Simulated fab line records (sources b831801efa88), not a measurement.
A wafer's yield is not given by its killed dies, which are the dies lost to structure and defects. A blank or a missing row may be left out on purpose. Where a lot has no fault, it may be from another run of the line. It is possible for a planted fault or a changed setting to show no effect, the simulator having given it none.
A struck lot beside a sound one || flow sky130 || 44 out of 708 route steps
Sound: these wafers, L510.3, L510.4, L510.5. Struck: wafer L525.2 (left out: L525.3, L525.4 of the same lot, which were not struck); the cause appears at the end.
Per side, at each step with rows, come the tool, then ch with its chambers, and then its first start. Under that, the readings that differ: sound wafers || struck wafers || difference of the means || sigmas: that difference in standard deviations of wafers without a fault.
alike: readings with means less than 2 such deviations apart, plus words and numbers identical on both sides. not compared: withheld readings, readings lacking a value on some wafer, bounds such as >300 that could conceal the same value, and numbers that have no deviation in the record and whose values overlap.
A row with sigmas, a row that says differs or no value, or rows on one side alone: a step with any of these is where the two part. Numbers that have no deviation but don't overlap get no sigmas and don't part them. Lack of a reading on every wafer of one side parts them only where that side has two or more wafers.

first, 4 steps without rows for these wafers: SKY_VIA2_CLEAN_18 (cleans in IPA, time 180 s); SKY_VIA2_CLEAN_19 (cleans in O3/DIW); SKY_VIA2_SPUTTER_20 (material TiN, target thk 20 nm, time 80 s); SKY_VIA2_CVD_21 (deposits W, target thk 420 nm, time 126.4 s).
SKY_VIA2_RS_MEAS_22: the measuring method here is four-point-probe.
  sound on film metro-01 at day 36 04:16; struck on film metro-02 at day 40 23:49
  alike: VIA2_W_RS
SKY_VIA2_THK_MEAS_23: measures by xrf.
  sound on film metro-01 at day 36 04:22; struck on film metro-02 at day 40 23:55
  alike: VIA2_W_THK
then, 4 steps without rows for these wafers: SKY_VIA2_CMP_24 (polishes, stops on SiO2, t overpolish 20 s, target thk 0 nm); SKY_METAL3_SPUTTER_00 (material Ti, target thk 15 nm, time 10 s); SKY_METAL3_SPUTTER_01 (material TiN, target thk 20 nm, time 16.7 s); SKY_METAL3_SPUTTER_02 (material AlCu, target thk 735 nm, time 39.1 s).
SKY_METAL3_SPUTTER_03: material Ti, target thk 5 nm, time 3.3 s.
  sound on pvd sputter-03 at day 36 04:47; struck on pvd sputter-01 at day 41 00:22
  alike: throttle valve pct
SKY_METAL3_SPUTTER_04: material TiN, target thk 70 nm, time 58.3 s.
  sound on pvd sputter-03 at day 36 04:48; struck on pvd sputter-01 at day 41 00:23
  alike: throttle valve pct
SKY_CAPM_CVD_00: deposits SiO2, target thk 15.5 nm.
  sound on pecvd-03 ch 0,2, day 36 04:51; struck on pecvd-03 ch 2, day 41 00:26
{"reading": "model.SiO2_of_CAPM_CVD_00.thk nm (nm)", "sound": "15.53 16 15.67", "struck": 27.65, "difference": "+11.92", "sigmas": ""}
  alike: heater power w
SKY_CAPM_THK_MEAS_01:
  sound on film metro-01 at day 36 04:53; struck on film metro-01 at day 41 00:28
{"reading": "CAPM_CVD_00_THK (nm)", "sound": "15.52 16.05 15.64", "struck": 27.67, "difference": "+11.93", "sigmas": "+50"}
then, 1 step without rows for these wafers: SKY_CAPM_SPUTTER_02 (material TiN, target thk 200 nm, time 166.7 s).
SKY_CAPM_RS_MEAS_03: the measuring method here is four-point-probe.
  sound on film metro-01 at day 36 05:05; struck on film metro-01 at day 41 00:38
  alike: CAPM_TIN_RS
SKY_CAPM_THK_MEAS_04: measures by xrf.
  sound on film metro-01 at day 36 05:11; struck on film metro-01 at day 41 00:45
  alike: CAPM_TIN_THK
then, 7 steps without rows for these wafers: SKY_CAPM_DEHYDRATE_05 (time 60 s); SKY_CAPM_HMDS_06 (prime time 60 s); SKY_CAPM_COAT_07 (resist thk 1140 nm); SKY_CAPM_SOFTBAKE_08 (time 60 s); SKY_CAPM_EXPOSE_09 (exposes mask CAPM, target cd 1000 nm); SKY_CAPM_PEB_10; SKY_CAPM_DEVELOP_11 (develop time 60 s).
SKY_CAPM_OVL_MEAS_12:
  sound on overlay-01 at day 37 07:56; struck on overlay-02 at day 42 01:58
  alike: CAPM_OVL
SKY_CAPM_METAL_ETCH_13: etches TiN in Cl2/BCl3, stops on SiO2, target depth 220 nm, time 62.9 s.
  sound on rie metal-03 ch 0,1, day 37 07:59; struck on rie metal-04 ch 0, day 42 02:02
  alike: drypump motor current A, oes product au, throttle valve pct
  not compared: rf hours counter h
SKY_CAPM_STRIP_14: strips in O2/N2.
  sound on plasma asher-02 ch 0,1, day 37 08:04; struck on plasma asher-02 ch 0, day 42 02:10
{"reading": "rf hours counter h (h)", "sound": "- - -", "struck": 112, "difference": "no value on the sound wafers", "sigmas": ""}
  alike: drypump motor current A, oes product au, strip time to endpoint s
then, 11 steps without rows for these wafers: SKY_CAPM_STRIP_15 (strips in post etch residue remover, time 1200 s); SKY_CAPM_CLEAN_16 (cleans in IPA, time 180 s); SKY_CAPM_CLEAN_17 (cleans in O3/DIW); SKY_METAL3_DEHYDRATE_05 (time 60 s); SKY_METAL3_HMDS_06 (prime time 60 s); SKY_METAL3_COAT_07 (resist thk 60 nm); SKY_METAL3_COAT_08 (resist thk 1140 nm); SKY_METAL3_SOFTBAKE_09 (time 90 s); SKY_METAL3_EXPOSE_10 (exposes mask MM3, target cd 300 nm); SKY_METAL3_PEB_11; SKY_METAL3_DEVELOP_12 (develop time 60 s).
SKY_METAL3_CD_MEAS_13: the cd target is 300 nm.
  sound on cd sem-01 at day 38 10:59; struck on cd sem-02 at day 43 01:53
{"reading": "cd nm (nm)", "sound": "301.3 300.8 301.8", "struck": 297.9, "difference": -3.4, "sigmas": -2}
SKY_METAL3_OVL_MEAS_14:
  sound on overlay-02 at day 38 11:05; struck on overlay-01 at day 43 02:00
  alike: METAL3_OVL
SKY_METAL3_DESCUM_15: chemistry O2, time 8 s.
  sound on rie metal-04 ch 0,1, day 38 11:07; struck on rie metal-04 ch 1, day 43 02:02
{"reading": "rf hours counter h (h)", "sound": "- - -", "struck": 2, "difference": "no value on the sound wafers", "sigmas": ""}
  alike: drypump motor current A, oes product au
then, 1 step without rows for these wafers: SKY_METAL3_ETCH_16 (etches BARC in N2/H2, stops on SiO2, time 88.2 s, target depth 60 nm).
SKY_METAL3_ETCH_17: etches SiO2 in C4F8/O2/Ar, stops on TiN, time 3.9 s, target depth 15 nm.
  sound on rie diel-03 ch 0,1,3, day 38 11:14; struck on rie diel-02 ch 2, day 43 02:10
{"reading": "oes product au (a.u.)", "sound": "0.750 0.771 0.752", "struck": 1.001, "difference": "+0.243", "sigmas": "+32"}
{"reading": "model.etch.depth nm (nm)", "sound": "15.53 16 15.67", "struck": 25.57, "difference": "+9.84", "sigmas": ""}
  not compared: rf hours counter h
-- the record jumps here: 6 days lie between the struck wafers' starts before and after (it left off in module METAL3 and takes up again in module PAD_OPEN, whose first step shown is number 708 of the route) --
SKY_PAD_OPEN_PROBE_99:
  sound on prober-02 at day 45 20:16; struck on prober-02 at day 49 08:53
{"reading": "model.etest.tester.sort n pass", "sound": "402 417 410", "struck": 0, "difference": -410, "sigmas": ""}
{"reading": "model.etest.tester.sort yield pct (%)", "sound": "81.71 84.76 83.33", "struck": 0, "difference": -83, "sigmas": ""}
{"reading": "model.etest.tester.sort_bin_3_pct (%)", "sound": "1.423 0.6098 0.813", "struck": 80.59, "difference": "+79.64", "sigmas": ""}
{"reading": "model.etest.res xhigh po.short", "sound": "0 0 0", "struck": 1, "difference": "+1", "sigmas": ""}
{"reading": "model.etest.res high po.short", "sound": "0 0 0", "struck": 1, "difference": "+1", "sigmas": ""}
{"reading": "model.etest.res deep nwell.short", "sound": "0 0 0", "struck": 1, "difference": "+1", "sigmas": ""}
{"reading": "model.etest.met2.short", "sound": "0 0 0", "struck": 1, "difference": "+1", "sigmas": ""}
{"reading": "model.etest.licon ndiff.short", "sound": "0 0 0", "struck": 1, "difference": "+1", "sigmas": ""}
  alike: defect limited yield, killed_at_M0_to_M3, killed_at_M4_up, killed at contacts, killed at front end, killed at other, killed dies, killed open, killed short

## WHERE THEY PART
Last at SKY_METAL3_ETCH_17 as far as this record goes, first at SKY_CAPM_THK_MEAS_01. Later steps at which nothing parts them and some readings are alike: SKY_PAD_OPEN_PROBE_99.

WHY: whatever the simulator had introduced
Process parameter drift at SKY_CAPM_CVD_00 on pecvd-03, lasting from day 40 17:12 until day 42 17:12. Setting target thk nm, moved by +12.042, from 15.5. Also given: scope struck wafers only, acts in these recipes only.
